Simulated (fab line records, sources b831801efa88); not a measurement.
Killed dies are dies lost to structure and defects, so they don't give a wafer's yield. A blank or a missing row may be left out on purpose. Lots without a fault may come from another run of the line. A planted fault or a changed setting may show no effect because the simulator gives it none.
Which tool did it? | flow gf180mcu | 6 lots, 18 wafers sampled, at 2 steps of a route of 602

WHAT THE GAUGES READ, wafer by wafer
GF_HV_LDD_TW_MEAS_50.
lot  | measured     | on            | HV_LDD_4_TW
L971 | day 12 17:46 | film_metro-01 | 570 570 572
L973 | day 13 09:35 | film_metro-03 | 561 566 563
L977 | day 14 16:55 | film_metro-01 | 571 570 569
L979 | day 15 13:58 | film_metro-04 | 571 570 571
L988 | day 18 13:35 | film_metro-04 | 600 596 599
L992 | day 19 21:42 | film_metro-01 | 576 574 576

WHICH TOOL RAN EACH LOT (tool, then ch and the chambers of the sampled wafers, then the start)
lot  | GF_HV_LDD_IMPLANT_48
L971 | implanter-03 ch 0, day 12 17:31
L973 | implanter-01 ch 0, day 13 09:22
L977 | implanter-02 ch 0, day 14 16:40
L979 | implanter-01 ch 0, day 15 13:45
L988 | implanter-02 ch 0, day 18 13:20
L992 | implanter-03 ch 0, day 19 21:28
- GF_HV_LDD_IMPLANT_48

THE ANSWER, worked out from the rows above alone
Rule: what is usual is taken from the lots themselves. Put in order of their means at a reading, lots are off if they are a third of the lots or fewer, leave a main group of 4 or more, and stand apart from it by a gap of 3 or more times the standard deviation of the main group's means; of several such gaps the widest counts. A main group whose means are all the same, to the digits that the tables above print for the reading, isn't used. A lot without any number at a reading at which 4 lots or more have one is off too. The other lots that the step has rows for count as sound.
Off: L988, at GF_HV_LDD_TW_MEAS_50 (HV_LDD_4_TW). The main group: mean 570, standard deviation 3.8.
A tool fits if, at a process step before that reading, it ran every lot that is off, and no sound lot after the first of them. The gauges at GF_HV_LDD_TW_MEAS_50 are tried like those tools. Can't be told from this: 2 tools fit, implanter-02 at GF_HV_LDD_IMPLANT_48, film_metro-04 at GF_HV_LDD_TW_MEAS_50.

WHAT THE SIMULATOR HAD PUT IN
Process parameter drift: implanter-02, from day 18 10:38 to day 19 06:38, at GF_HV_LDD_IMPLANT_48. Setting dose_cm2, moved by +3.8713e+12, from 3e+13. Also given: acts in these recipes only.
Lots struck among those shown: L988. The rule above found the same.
